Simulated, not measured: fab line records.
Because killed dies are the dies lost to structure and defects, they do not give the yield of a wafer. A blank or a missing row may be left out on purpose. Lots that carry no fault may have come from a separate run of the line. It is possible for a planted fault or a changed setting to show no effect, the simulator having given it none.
Struck lot and sound lot, side by side | flow sky130 | 43 out of 708 route steps
Sound: these wafers, L986.1, L986.2, L986.3. Struck: wafers L976.3, L976.4, L976.6. Last of all comes the cause.
Per side, at each step with rows, come the tool, then ch with its chambers, and then its first start. Under that, the readings that differ: sound wafers | struck wafers | difference of the means | sigmas: that difference in standard deviations of wafers without a fault.
alike: readings whose means differ by less than 2 such deviations, and words and numbers that are the same on both sides. not compared: withheld readings, readings that some wafer has no value for, bounds like >300 that may hide the same value, and numbers for which the record gives no deviation and whose values overlap.
A row with sigmas, a row that says differs or no value, or rows on one side alone: a step with any of these is where the two part. When numbers do not overlap yet have no deviation, they are printed without sigmas and do not part them. A reading that every wafer of one side lacks parts them only if that side has two wafers or more.

first, 6 steps without rows for these wafers: SKY_METAL1_COAT_09 (resist thk 60 nm); SKY_METAL1_COAT_10 (resist thk 450 nm); SKY_METAL1_SOFTBAKE_11 (time 90 s); SKY_METAL1_EXPOSE_12 (exposes mask MM1, target cd 140 nm); SKY_METAL1_PEB_13; SKY_METAL1_DEVELOP_14 (develop time 60 s).
SKY_METAL1_CD_MEAS_15: the cd target is 140 nm.
  sound on cd_sem-02, day 39 01:22; struck on cd_sem-01, day 36 11:31
  alike: cd_nm
SKY_METAL1_OVL_MEAS_16:
  sound on overlay-01, day 39 01:29; struck on overlay-01, day 36 11:36
  alike: METAL1_OVL
then, 2 steps without rows for these wafers: SKY_METAL1_DESCUM_17 (chemistry O2, time 8 s); SKY_METAL1_ETCH_18 (etches BARC in N2/H2, stops on SiO2, time 47.72 s, target depth 60 nm).
SKY_METAL1_METAL_ETCH_19: etches the open film in Cl2/BCl3, stops on SiO2, target depth 360 nm, time 78 s.
  sound on rie_metal-04 ch 0,1, day 39 01:37; struck on rie_metal-04 ch 0,1, day 36 11:45
  alike: chamber_pressure_mTorr, drypump_motor_current_A, oes_product_au, throttle_valve_pct
  not compared: rf_hours_counter_h
then, 1 step without rows for these wafers: SKY_METAL1_STRIP_20 (strips in O2/N2).
SKY_METAL1_STRIP_21: strips in post etch residue remover, time 1200 s.
  sound on wet_bench-02 ch 3, day 39 01:49; struck on wet_bench-03 ch 3, day 36 11:55
then, 3 steps without rows for these wafers: SKY_METAL1_CLEAN_22 (cleans in IPA, time 180 s); SKY_METAL1_CLEAN_23 (cleans in O3/DIW); SKY_VIA1_HDPCVD_00 (deposits SiO2, target thk 1030 nm, time 171.7 s).
SKY_VIA1_THK_MEAS_01:
  sound on film_metro-04, day 39 02:27; struck on film_metro-04, day 36 12:32
  alike: VIA1_HDPCVD_THK
SKY_VIA1_CMP_02: polishes SiO2.
  sound on cmp-02 ch 0,2,3, day 39 02:34; struck on cmp-01 ch 1,2, day 36 12:34
  alike: motor_current_A, retaining_ring_pressure_frac, slurry_filter_dp_kPa
SKY_VIA1_BOW_MEAS_03:
  sound on film_metro-01, day 39 02:52; struck on film_metro-04, day 36 12:55
  alike: VIA1_BOW
then, 8 steps without rows for these wafers: SKY_VIA1_DEHYDRATE_04 (time 60 s); SKY_VIA1_HMDS_05 (prime time 60 s); SKY_VIA1_COAT_06 (resist thk 60 nm); SKY_VIA1_COAT_07 (resist thk 450 nm); SKY_VIA1_SOFTBAKE_08 (time 90 s); SKY_VIA1_EXPOSE_09 (exposes mask VIM, target cd 150 nm); SKY_VIA1_PEB_10; SKY_VIA1_DEVELOP_11 (develop time 60 s).
SKY_VIA1_CD_MEAS_12: the cd target is 150 nm.
  sound on cd_sem-01, day 40 03:47; struck on cd_sem-01, day 37 15:07
  reading    | sound             | struck            | difference | sigmas
  cd_nm (nm) | 152.0 151.9 151.7 | 148.1 149.0 149.1 | -3.1       | -2
SKY_VIA1_OVL_MEAS_13:
  sound on overlay-01, day 40 03:54; struck on overlay-01, day 37 15:13
  alike: VIA1_OVL
then, 1 step without rows for these wafers: SKY_VIA1_ETCH_14 (etches BARC in N2/H2, stops on SiO2, time 45.9 s, target depth 60 nm).
SKY_VIA1_ETCH_15: etches SiO2 in C4F8/O2/Ar, stops on TiN, target depth 351 nm, time 54 s.
  sound on rie_diel-01 ch 1,2,3, day 40 03:59; struck on rie_diel-03 ch 1,2,3, day 37 15:17
  alike: chamber_pressure_mTorr, oes_product_au
  not compared: rf_hours_counter_h
then, 5 steps without rows for these wafers: SKY_VIA1_STRIP_16 (strips in O2/N2); SKY_VIA1_STRIP_17 (strips in post etch residue remover, time 1200 s); SKY_VIA1_CLEAN_18 (cleans in IPA, time 180 s); SKY_VIA1_CLEAN_19 (cleans in O3/DIW); SKY_VIA1_SPUTTER_20 (material TiN, target thk 20 nm, time 80 s).
SKY_VIA1_CVD_21: deposits W, target thk 270 nm, time 80.902 s.
  sound on cvd_w-02 ch 0,1, day 40 04:41; struck on cvd_w-01 ch 0,1, day 37 16:02
  alike: heater_power_w
SKY_VIA1_RS_MEAS_22: measurement is done with a four-point probe.
  sound on film_metro-04, day 40 04:46; struck on film_metro-01, day 37 16:08
  reading            | sound             | struck            | difference | sigmas
  VIA1_W_RS (ohm/sq) | 0.418 0.412 0.405 | 0.433 0.431 0.426 | +0.018     | +3
SKY_VIA1_THK_MEAS_23: measures by xrf.
  sound on film_metro-04, day 40 04:53; struck on film_metro-01, day 37 16:14
  reading         | sound       | struck      | difference | sigmas
  VIA1_W_THK (nm) | 271 276 281 | 262 264 266 | -12        | -3
then, 2 steps without rows for these wafers: SKY_VIA1_CMP_24 (polishes, stops on SiO2, t overpolish 15 s, target thk 0 nm); SKY_METAL2_SPUTTER_00 (material Ti, target thk 15 nm, time 10 s).
SKY_METAL2_SPUTTER_01: material TiN, target thk 20 nm, time 16.7 s.
  sound on pvd_sputter-02, day 40 05:20; struck on pvd_sputter-04, day 37 16:36
  alike: throttle_valve_pct
-- the record jumps here: 11 days lie between the struck wafers' starts before and after (it left off in module METAL2 and takes up again in module PAD_OPEN, whose first step shown is number 708 of the route) --
SKY_PAD_OPEN_PROBE_99:
  sound on prober-01, day 50 13:47; struck on prober-01, day 48 14:55
  reading                               | sound            | struck           | difference | sigmas
  defect_limited_yield (%)              | 80.7 77.6 82.1   | 74.2 72.0 78.5   | -5.2       | -2
  killed_at_M0_to_M3                    | 44 51 40         | 75 91 76         | +36        | +5
  killed_dies                           | 95 110 88        | 127 138 106      | +26        | +3
  sort_bin_3_pad_short (%)              | 0.2 0.2 1.8      | 1.6 1.8 1.4      | +0.9       | +2
  sort_bin_5_function (%)               | 12.4 14.6 9.3    | 16.5 17.5 12.2   | +3.3       | +2
  sort_n_pass                           | 397 382 404      | 365 354 386      | -26        | -3
  sort_yield_pct (%)                    | 80.7 77.6 82.1   | 74.2 72.0 78.5   | -5.2       | -2
  model.etest.tester.sort_bin_6_pct (%) | 6.707 7.52 6.707 | 7.724 8.74 7.927 | +1.152     |
  alike: killed_at_M4_up, killed_at_contacts, killed_at_front_end, killed_at_other, killed_on_rim, killed_open, killed_short, sort_bin_6_memory
  not compared: model.etest.tester.sort_n_pass, model.etest.tester.sort_yield_pct, model.etest.tester.sort_bin_5_pct

WHERE THEY PART
Earliest at SKY_VIA1_CD_MEAS_12; latest, in this record, at SKY_PAD_OPEN_PROBE_99.

WHY: the cause the simulator had injected
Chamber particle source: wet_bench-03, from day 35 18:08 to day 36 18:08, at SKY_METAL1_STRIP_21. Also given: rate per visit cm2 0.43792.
